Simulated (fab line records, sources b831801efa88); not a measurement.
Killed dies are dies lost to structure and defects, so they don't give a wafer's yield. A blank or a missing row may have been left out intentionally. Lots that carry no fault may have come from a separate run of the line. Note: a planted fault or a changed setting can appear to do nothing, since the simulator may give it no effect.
A struck lot beside a sound one || flow sky130 || 22 out of 708 route steps
Sound: these wafers, L477.1, L477.4, L477.6. Wafers struck: L487.1, L487.3, L487.5. Last of all comes the cause.
Each step with rows lists, per side, the tool, then ch with its chambers, then its first start. Under that, the readings that differ: sound wafers || struck wafers || difference of the means || sigmas: that difference in standard deviations of wafers without a fault.
alike: a reading whose means differ by less than 2 such deviations, as well as words and numbers matching on both sides. not compared: withheld readings; readings where some wafer has no value; bounds like >300 that might hide an equal value; numbers whose values overlap and for which the record gives no deviation.
A row with sigmas, a row that says differs or no value, or rows on one side alone: a step with any of these is where the two part. Numbers that don't overlap but have no deviation are shown without sigmas and don't part them. Lack of a reading on every wafer of one side parts them only where that side has two or more wafers.

first, 1 step without rows for these wafers: SKY_METAL1_SPUTTER_00 (material Ti, target thk 15 nm, time 10 s).
SKY_METAL1_SPUTTER_01: material TiN, target thk 20 nm, time 16.7 s.
  sound on pvd_sputter-01 at day 31 20:17; struck on pvd_sputter-01 at day 35 13:40
  alike: throttle_valve_pct
SKY_METAL1_SPUTTER_02: material AlCu, target thk 250 nm, time 13.3 s.
  sound on pvd_sputter-01 at day 31 20:19; struck on pvd_sputter-01 at day 35 13:41
  alike: throttle_valve_pct
then, 1 step without rows for these wafers: SKY_METAL1_SPUTTER_03 (material Ti, target thk 5 nm, time 3.3 s).
SKY_METAL1_SPUTTER_04: material TiN, target thk 70 nm, time 58.3 s.
  sound on pvd_sputter-01 at day 31 20:21; struck on pvd_sputter-01 at day 35 13:43
  alike: throttle_valve_pct
SKY_METAL1_RS_MEAS_05: a four-point-probe measurement.
  sound on film_metro-04 at day 31 20:24; struck on film_metro-02 at day 35 13:46
  alike: METAL1_ALCU_RS
SKY_METAL1_THK_MEAS_06: measures by xrf.
  sound on film_metro-04 at day 31 20:31; struck on film_metro-02 at day 35 13:53
  alike: METAL1_ALCU_THK
then, 5 steps without rows for these wafers: SKY_METAL1_DEHYDRATE_07 (time 60 s); SKY_METAL1_HMDS_08 (prime time 60 s); SKY_METAL1_COAT_09 (resist thk 60 nm); SKY_METAL1_COAT_10 (resist thk 450 nm); SKY_METAL1_SOFTBAKE_11 (time 90 s).
SKY_METAL1_EXPOSE_12: exposes mask MM1, target cd 140 nm.
  sound on krf_scanner-01 ch 0, day 32 11:11; struck on krf_scanner-01 ch 0, day 36 03:17
{"reading": "exposure_dose_mJ_cm2", "sound": "27.94 27.93 27.90", "struck": "26.89 26.88 26.88", "difference": -1.04, "sigmas": -32}
  alike: mask
following that, these wafers have no rows for 1 step: SKY_METAL1_PEB_13.
SKY_METAL1_DEVELOP_14: develop time 60 s.
  sound: litho_track-02 ch 0; struck: litho_track-02 ch 0
{"reading": "model.METAL1.cd_nm (nm)", "sound": "141.2 139.4 140.4", "struck": "144.2 145.9 145.7", "difference": "+4.9", "sigmas": ""}
  alike: chill_plate_temp_C
SKY_METAL1_CD_MEAS_15: target cd 140 nm.
  sound on cd_sem-01 at day 33 00:23; struck on cd_sem-01 at day 36 16:03
{"reading": "cd_nm (nm)", "sound": "141.0 139.6 140.3", "struck": "144.2 145.5 145.5", "difference": "+4.8", "sigmas": "+3"}
SKY_METAL1_OVL_MEAS_16:
  sound on overlay-02 at day 33 00:31; struck on overlay-02 at day 36 16:10
  alike: METAL1_OVL
then, 1 step without rows for these wafers: SKY_METAL1_DESCUM_17 (chemistry O2, time 8 s).
SKY_METAL1_ETCH_18: etches BARC in N2/H2, stops on SiO2, time 45.9 s, target depth 60 nm.
  sound on rie_metal-02 ch 0, day 33 00:35; struck on rie_metal-04 ch 0,1, day 36 16:14
  alike: drypump_motor_current_A, he_backside_leak_sccm, oes_product_au, throttle_valve_pct
  not compared: rf_hours_counter_h
SKY_METAL1_METAL_ETCH_19: etches the open film in Cl2/BCl3, stops on SiO2, target depth 360 nm, time 78 s.
  sound on rie_metal-02 ch 0, day 33 00:38; struck on rie_metal-04 ch 0,1, day 36 16:18
{"reading": "model.METAL1.cd_nm (nm)", "sound": "140.9 138 138.5", "struck": "144.5 146.4 146.8", "difference": "+6.8", "sigmas": ""}
  alike: drypump_motor_current_A, he_backside_leak_sccm, oes_product_au, throttle_valve_pct
  not compared: rf_hours_counter_h
SKY_METAL1_STRIP_20: strips in O2/N2.
  sound on plasma_asher-03 ch 1, day 33 00:44; struck on plasma_asher-04 ch 0,1, day 36 16:23
  alike: drypump_motor_current_A, oes_product_au, strip_time_to_endpoint_s
  not compared: rf_hours_counter_h
-- the record jumps here: 12 days lie between the struck wafers' starts before and after (it left off in module METAL1 and takes up again in module PAD_OPEN, whose first step shown is number 708 of the route) --
SKY_PAD_OPEN_PROBE_99:
  sound on prober-02 at day 45 19:43; struck on prober-02 at day 48 16:03
{"reading": "model.etest.met1.width_nm (nm)", "sound": "142.4 139.9 134.7", "struck": "145.4 144.6 144.5", "difference": "+5.8", "sigmas": ""}
{"reading": "model.etest.met1.line_ohm_um", "sound": "0.8974 0.9043 0.9465", "struck": "0.8764 0.8794 0.8959", "difference": -0.0322, "sigmas": ""}
  alike: defect_limited_yield, killed_at_M0_to_M3, killed_at_M4_up, killed_at_contacts, killed_at_front_end, killed_at_other, killed_dies, killed_open, killed_short, sort_bin_3_pad_short, sort_bin_5_function, sort_bin_6_memory, sort_n_pass, sort_yield_pct

## WHERE THEY PART
First at SKY_METAL1_EXPOSE_12; last, within this record, at SKY_METAL1_CD_MEAS_15. Later steps at which nothing parts them and some readings are alike: SKY_METAL1_OVL_MEAS_16, SKY_METAL1_ETCH_18, SKY_METAL1_METAL_ETCH_19, SKY_METAL1_STRIP_20, SKY_PAD_OPEN_PROBE_99.

WHY: the cause the simulator had injected
Process parameters drifting: krf_scanner-01 at SKY_METAL1_EXPOSE_12, beginning at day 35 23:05. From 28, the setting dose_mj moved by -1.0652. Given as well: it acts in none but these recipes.
